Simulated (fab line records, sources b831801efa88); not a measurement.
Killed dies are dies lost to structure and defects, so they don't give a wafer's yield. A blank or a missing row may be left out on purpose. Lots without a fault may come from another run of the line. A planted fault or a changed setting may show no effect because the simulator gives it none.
Which tool did it? | flow sky130 | 12 lots, 36 wafers sampled, at 3 steps of a route of 708

WHAT THE GAUGES READ, wafer by wafer
SKY_CAPM_RS_MEAS_03: measures by four-point-probe.
lot  | measured     | on            | CAPM_TIN_RS (ohm/sq)
L183 | day 37 07:34 | film_metro-04 | 7.02 7.03 7.01
L185 | day 37 08:29 | film_metro-04 | 6.98 6.95 6.97
L186 | day 37 16:56 | film_metro-02 | 6.88 6.95 6.92
L187 | day 38 05:47 | film_metro-02 | 6.96 5.27 6.92
L198 | day 41 08:40 | film_metro-03 | 7.00 6.92 6.89
L199 | day 42 01:02 | film_metro-02 | 6.86 6.75 6.94
L201 | day 42 09:08 | film_metro-03 | 6.88 6.86 6.90
L200 | day 42 11:35 | film_metro-03 | 6.96 6.94 6.97
L202 | day 42 13:46 | film_metro-03 | 6.90 6.91 6.92
L203 | day 42 17:42 | film_metro-02 | 7.04 7.05 7.01
L204 | day 43 00:08 | film_metro-03 | 6.83 6.85 6.86
L205 | day 43 04:51 | film_metro-03 | 6.95 6.96 6.87

SKY_CAPM_THK_MEAS_04: measures by xrf.
lot  | measured     | on            | CAPM_TIN_THK (nm)
L183 | day 37 07:40 | film_metro-04 | 196.3 196.3 197.0
L185 | day 37 08:37 | film_metro-04 | 197.9 198.3 198.7
L186 | day 37 17:02 | film_metro-02 | 201.5 198.6 199.1
L187 | day 38 05:53 | film_metro-02 | 197.4 259.4 197.7
L198 | day 41 08:46 | film_metro-03 | 196.8 198.8 199.6
L199 | day 42 01:10 | film_metro-02 | 200.8 203.0 196.9
L201 | day 42 09:16 | film_metro-03 | 199.4 199.4 198.5
L200 | day 42 11:41 | film_metro-03 | 196.8 196.7 196.6
L202 | day 42 13:52 | film_metro-03 | 199.1 197.9 198.8
L203 | day 42 17:47 | film_metro-02 | 194.1 192.9 195.4
L204 | day 43 00:15 | film_metro-03 | 201.1 200.1 199.7
L205 | day 43 04:58 | film_metro-03 | 197.6 197.1 198.6

WHICH TOOL RAN EACH LOT (tool, then ch and the chambers of the sampled wafers, then the start)
lot  | SKY_CAPM_SPUTTER_02
L183 | pvd_sputter-03, day 37 07:26
L185 | pvd_sputter-02, day 37 08:23
L186 | pvd_sputter-01, day 37 16:48
L187 | pvd_sputter-01, day 38 05:39
L198 | pvd_sputter-02, day 41 08:32
L199 | pvd_sputter-02, day 42 00:56
L201 | pvd_sputter-02, day 42 09:02
L200 | pvd_sputter-01, day 42 11:26
L202 | pvd_sputter-03, day 42 13:38
L203 | pvd_sputter-03, day 42 17:32
L204 | pvd_sputter-02, day 43 00:01
L205 | pvd_sputter-01, day 43 04:44
- SKY_CAPM_SPUTTER_02: material TiN, target thk 200 nm, time 166.7 s.

WHAT THE TOOLS THEMSELVES READ (means of the sampled wafers that have a number; where no wafer has one, the mark that the record gives instead)
SKY_CAPM_SPUTTER_02.
lot  | tool           | cathode_dc_power_W (W) | chamber_pressure_pa (Pa) | throttle_valve_pct (%)
L183 | pvd_sputter-03 | 6500.5                 | 0.4010                   | 30.7
L185 | pvd_sputter-02 | 6500.0                 | 0.3998                   | 29.4
L186 | pvd_sputter-01 | 6499.4                 | 0.4004                   | 30.4
L187 | pvd_sputter-01 | 6499.3                 | 0.3995                   | 31.2
L198 | pvd_sputter-02 | 6499.4                 | 0.4002                   | 29.1
L199 | pvd_sputter-02 | 6500.8                 | 0.4004                   | 29.7
L201 | pvd_sputter-02 | 6499.2                 | 0.4001                   | 29.8
L200 | pvd_sputter-01 | 6500.4                 | 0.3996                   | 30.0
L202 | pvd_sputter-03 | 6501.2                 | 0.3996                   | 30.8
L203 | pvd_sputter-03 | 6500.3                 | 0.3999                   | 31.7
L204 | pvd_sputter-02 | 6498.3                 | 0.3998                   | 30.0
L205 | pvd_sputter-01 | 6500.7                 | 0.4006                   | 30.8

THE ANSWER, worked out from the rows above alone
Rule: what is usual is taken from the lots themselves. Put in order of their means at a reading, lots are off if they are a third of the lots or fewer, leave a main group of 4 or more, and stand apart from it by a gap of 3 or more times the standard deviation of the main group's means; of several such gaps the widest counts. A main group whose means are all the same, to the digits that the tables above print for the reading, isn't used. A lot without any number at a reading at which 4 lots or more have one is off too. The other lots that the step has rows for count as sound. The gauges are gone through in route order, then the tools' own readings, and for those a lot's mean is taken as printed above. The first step at which some lot is off is used, and at that step the reading that is off furthest; a lot without a number counts as furthest.
Off: L187, at SKY_CAPM_RS_MEAS_03 (CAPM_TIN_RS). The main group: mean 6.93 ohm/sq, standard deviation 0.058.
A tool fits if, at a process step before that reading, it ran every lot that is off, and no sound lot after the first of them. The gauges at SKY_CAPM_RS_MEAS_03 are tried like those tools. None of those tried fits.

WHAT THE SIMULATOR HAD PUT IN
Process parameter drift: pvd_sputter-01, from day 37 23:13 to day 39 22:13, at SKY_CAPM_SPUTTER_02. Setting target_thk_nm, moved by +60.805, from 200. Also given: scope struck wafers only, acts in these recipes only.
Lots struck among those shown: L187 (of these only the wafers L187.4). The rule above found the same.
